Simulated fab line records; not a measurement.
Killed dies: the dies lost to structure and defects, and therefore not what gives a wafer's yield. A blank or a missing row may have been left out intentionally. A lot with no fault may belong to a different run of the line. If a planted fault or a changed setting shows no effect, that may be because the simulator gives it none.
Matching of chambers | flow gf180mcu | GF_V5_CMP_26 on cmp-02: 4 sister chambers
The step polishes, stops on SiO2, t overpolish 15 s, target thk 0 nm. 8 wafers are shown with their chamber, then 7 later ones without.

## WAFERS PAIRED WITH THEIR CHAMBERS
wafer  | chamber | motor_current_A (A) | head_pressure_psi (psi)
L264.4 | 3       | 11.6                | 3.509
L264.5 | 1       | 11.6                | 3.490
L264.6 | 2       | 10.5                | 3.494
L272.1 | 1       | 11.6                | 3.506
L272.4 | 3       | 11.8                | 3.506
L272.6 | 0       | 11.2                | 3.496
L273.1 | 2       | 10.1                | 3.490
L273.3 | 0       | 11.3                | 3.500

## WAFERS WITH NO CHAMBER GIVEN
wafer  | motor_current_A (A) | head_pressure_psi (psi)
L273.6 | 11.1                | 3.497
L274.2 | 11.7                | 3.493
L274.4 | 11.9                | 3.504
L274.6 | 11.5                | 3.492
L277.2 | 11.0                | 3.505
L277.3 | 11.8                | 3.502
L277.6 | 11.4                | 3.510

## THE CHAMBER EACH PASSED THROUGH
wafer  | from the rows above          | in truth
L273.6 | 0                            | 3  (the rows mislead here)
L274.2 | can't be placed: 1 or 3 or 0 | 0
L274.4 | can't be placed: 3 or 1      | 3
L274.6 | can't be placed: 1 or 0 or 3 | 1
L277.2 | can't be placed: 0 or 1      | 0
L277.3 | can't be placed: 3 or 1      | 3
L277.6 | can't be placed: 3 or 0 or 1 | 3
0 of 7 placed correctly. Not placeable from these rows: 6 (in 6, the candidates include the true chamber). Number placed wrongly: 1.
How it was worked out, from the rows above alone: a wafer's distance from a chamber is the root of the sum, over the readings, of the square of ((its reading less the chamber's mean) divided by the reading's scatter). If the next closest chamber is less than 2 further off than the closest, the wafer can't be placed; otherwise it belongs to the closest. For every chamber, the mean is computed from those of its wafers that are shown. The scatter: the root of (the sum of the squares of (reading less its chamber's mean) over the shown wafers, divided by (wafers less chambers)).
